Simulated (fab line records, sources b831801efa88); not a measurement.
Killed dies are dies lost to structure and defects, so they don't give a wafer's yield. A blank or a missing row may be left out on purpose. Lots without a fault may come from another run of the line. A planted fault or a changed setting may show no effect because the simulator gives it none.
Chamber matching | flow gf180mcu | GF_V5_CMP_26 on cmp-02: 4 sister chambers
The step polishes, stops on SiO2, t overpolish 15 s, target thk 0 nm. 7 wafers are shown with their chamber, then 9 later ones without.

WAFERS WITH THEIR CHAMBER
wafer  | chamber | motor_current_A (A) | time_to_endpoint_s (s)
L892.5 | 1       | 11.3                | 87
L893.3 | 3       | 11.4                | 83
L895.3 | 0       | 12.3                | 80
L895.5 | 1       | 11.5                | 84
L901.1 | 0       | 12.9                | 84
L901.4 | 2       | 10.6                | 78
L901.6 | 2       | 10.9                | 81

WAFERS WITHOUT THEIR CHAMBER
wafer  | motor_current_A (A) | time_to_endpoint_s (s)
L902.2 | 11.3                | 88
L902.3 | 10.9                | 87
L902.4 | 11.4                | 84
L903.1 | 10.0                | 80
L903.3 | 11.7                | 86
L903.4 | 13.2                | 86
L904.2 | 10.8                | 86
L904.5 | 12.6                | 87
L904.6 | 11.4                | 82

WHICH CHAMBER EACH WENT THROUGH
wafer  | from the rows above          | in truth
L902.2 | can't be placed: 1 or 3      | 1
L902.3 | can't be placed: 1 or 3 or 2 | 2
L902.4 | can't be placed: 3 or 1      | 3
L903.1 | 2                            | 2
L903.3 | can't be placed: 1 or 3      | 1
L903.4 | 0                            | 0
L904.2 | can't be placed: 1 or 3 or 2 | 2
L904.5 | 0                            | 0
L904.6 | can't be placed: 3 or 1      | 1
Placed correctly: 3 of 9. Can't be placed from these rows: 6 (the true chamber is among the candidates in 6). Placed wrongly: 0.
How it was worked out, from the rows above alone: a wafer's distance from a chamber is the root of the sum, over the readings, of the square of ((its reading less the chamber's mean) divided by the reading's scatter). The wafer belongs to the nearest chamber; if the next one is less than 2 further off, it can't be placed. A chamber's mean is the mean of its shown wafers. The scatter: the root of (the sum of the squares of (reading less its chamber's mean) over the shown wafers, divided by (wafers less chambers)).
